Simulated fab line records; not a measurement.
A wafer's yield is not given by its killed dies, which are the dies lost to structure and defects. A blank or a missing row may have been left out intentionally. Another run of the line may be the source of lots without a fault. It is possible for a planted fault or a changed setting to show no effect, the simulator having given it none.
8D (eight disciplines) problem report, filled in by code :: flow sfq_line :: the parts of the form that need people (team, actions taken, sign-off) are left out

1. WHAT WENT WRONG
run_length_s at SFQ_TRILAYER_A5B_DEP_PECVD_129 reads a mean of 171.4 s on 2 wafers of 2 lots; wafers without a fault read 161.3 s with a standard deviation of 0.59. Relative to the usual mean, that is a shift of +17 standard deviations.
The step: deposits SiO2 from SiH4/N2O, time 133.33 s, target thk 600 nm.
Seen first at day 61 20:13 on pecvd-03, wafer L855.6. The record holds 18 wafers of 6 lots with a number at this step. By rule, "out" or "out of limits" means more than 4 standard deviations away from the usual mean. Any other wafer with a number is counted as sound.

2. WHAT IT IS, WHAT IT ISN'T
question: which readings at this step
is: run_length_s
is not: heater_power_w, susceptor_temp_C, throttle_valve_pct

question: which lots
is: L855, L860
is not: L850, L851, L859, L861

question: which wafers of those lots
is: L855.6, L860.6
is not: L855.2, L855.4, L860.2, L860.3

question: read on which tools
is: pecvd-03
is not: pecvd-01, pecvd-04

question: when
is: from day 61 20:13
is not: up to then (8 sound wafers); but 8 sound wafers of L859, L860, L861 came after

3. SUSPECTS, AND WHAT RULES EACH OUT
Counting: if a tool at a process step up to the reading ran every lot that is out, it stays a suspect. Sound lots after the first of them don't rule it out here, since some wafers of a struck lot are sound.
- rie_metal-01 at SFQ_TRILAYER_M5_BARC_OPEN_METAL_ETCH_161 (etches BARC in O2, target depth 125 nm, time 41.7 s): kept. It ran every lot that is out, first L855 (day 61 19:11).
- rie_metal-01 at SFQ_TRILAYER_M5_ETCH_METAL_ETCH_126 (etches Nb in Cl2/BCl3, stops on SiO2, time 203.2 s, target depth 265 nm): kept. It ran every lot that is out, first L855 (day 61 19:15).
- rie_metal-01 at SFQ_TRILAYER_M5_STRIP_STRIP_127 (strips in O2): kept. It ran every lot that is out, first L855 (day 61 19:27).
- pecvd-03 at SFQ_TRILAYER_A5B_DEP_PECVD_129 (deposits SiO2 from SiH4/N2O, time 133.33 s, target thk 600 nm): kept. It processed each lot that is out (first: L855, day 61 20:13); up to then, its last sound lot is L850 (day 61 06:54). Its own readings are out on those wafers: run_length_s.
Left after counting: rie_metal-01 at SFQ_TRILAYER_M5_BARC_OPEN_METAL_ETCH_161, rie_metal-01 at SFQ_TRILAYER_M5_ETCH_METAL_ETCH_126, rie_metal-01 at SFQ_TRILAYER_M5_STRIP_STRIP_127, pecvd-03 at SFQ_TRILAYER_A5B_DEP_PECVD_129.

4. THE CAUSE (what the simulator had put in)
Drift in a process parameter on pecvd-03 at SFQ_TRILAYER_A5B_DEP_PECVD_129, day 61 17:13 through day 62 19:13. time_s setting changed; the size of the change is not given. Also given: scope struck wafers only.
After counting, 4 suspects remain, this tool included.

5. SEQUENCE OF EFFECTS, ordered by route
Each row: a reading where the mean over the struck wafers with a number is more than 3 standard deviations away from the usual. Readings are gone through only where the record gives a usual standard deviation; hours: the median, over the lots, of the time from a lot's start at the first step in this table giving one to that lot's start at this step; sigmas: the change measured in usual standard deviations.
hours: 0
step: SFQ_TRILAYER_A5B_DEP_PECVD_129
reading: run_length_s
usual: 161.3 s
on struck wafers: 171.4
change: +10.1
sigmas: +17
Its process steps:
- SFQ_TRILAYER_A5B_DEP_PECVD_129: deposits SiO2 from SiH4/N2O, time 133.33 s, target thk 600 nm.

6. WHAT WOULD HAVE CAUGHT IT SOONER
In this record the first reading out of limits was taken at day 61 20:13, 3 hours after the fault began at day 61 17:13.
